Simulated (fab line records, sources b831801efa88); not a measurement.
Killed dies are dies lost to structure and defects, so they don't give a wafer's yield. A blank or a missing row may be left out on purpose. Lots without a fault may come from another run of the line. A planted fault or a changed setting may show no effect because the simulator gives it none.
Which tool did it? | flow sky130 | 7 lots, 21 wafers sampled, at 2 steps of a route of 708

WHAT THE GAUGES READ, wafer by wafer
SKY_SONOS_ONO_CD_MEAS_13: target cd 410 nm.
lot  | measured     | on        | cd_nm (nm)
L359 | day 13 15:24 | cd_sem-01 | 412.0 413.3 413.1
L362 | day 14 07:14 | cd_sem-01 | 409.3 409.0 407.4
L367 | day 16 08:52 | cd_sem-02 | - - -
L373 | day 19 02:13 | cd_sem-02 | 410.8 409.5 409.0
L375 | day 19 21:29 | cd_sem-02 | 410.8 409.5 411.0
L378 | day 20 13:38 | cd_sem-01 | 409.0 406.2 404.1
L380 | day 21 03:34 | cd_sem-02 | 407.4 405.4 409.9

WHICH TOOL RAN EACH LOT (tool, then ch and the chambers of the sampled wafers, then the start)
lot  | SKY_SONOS_ONO_EXPOSE_10
L359 | iline_stepper-01 ch 0, day 13 02:42
L362 | iline_stepper-02 ch 0, day 13 18:42
L367 | iline_stepper-02, day 15 19:25
L373 | iline_stepper-02 ch 0, day 18 11:41
L375 | iline_stepper-01 ch 0, day 19 05:41
L378 | iline_stepper-02 ch 0, day 19 23:01
L380 | iline_stepper-02 ch 0, day 20 12:37
- SKY_SONOS_ONO_EXPOSE_10: exposes mask ONOM, target cd 410 nm.

THE ANSWER, worked out from the rows above alone
Rule: what is usual is taken from the lots themselves. Put in order of their means at a reading, lots are off if they are a third of the lots or fewer, leave a main group of 4 or more, and stand apart from it by a gap of 3 or more times the standard deviation of the main group's means; of several such gaps the widest counts. A main group whose means are all the same, to the digits that the tables above print for the reading, isn't used. A lot without any number at a reading at which 4 lots or more have one is off too. The other lots that the step has rows for count as sound.
Off: L367, at SKY_SONOS_ONO_CD_MEAS_13 (cd_nm). Without a number there: L367. The main group: mean 409.3 nm, standard deviation 2.1.
A tool fits if, at a process step before that reading, it ran every lot that is off, and no sound lot after the first of them. The gauges at SKY_SONOS_ONO_CD_MEAS_13 are tried like those tools. None of those tried fits.

WHAT THE SIMULATOR HAD PUT IN
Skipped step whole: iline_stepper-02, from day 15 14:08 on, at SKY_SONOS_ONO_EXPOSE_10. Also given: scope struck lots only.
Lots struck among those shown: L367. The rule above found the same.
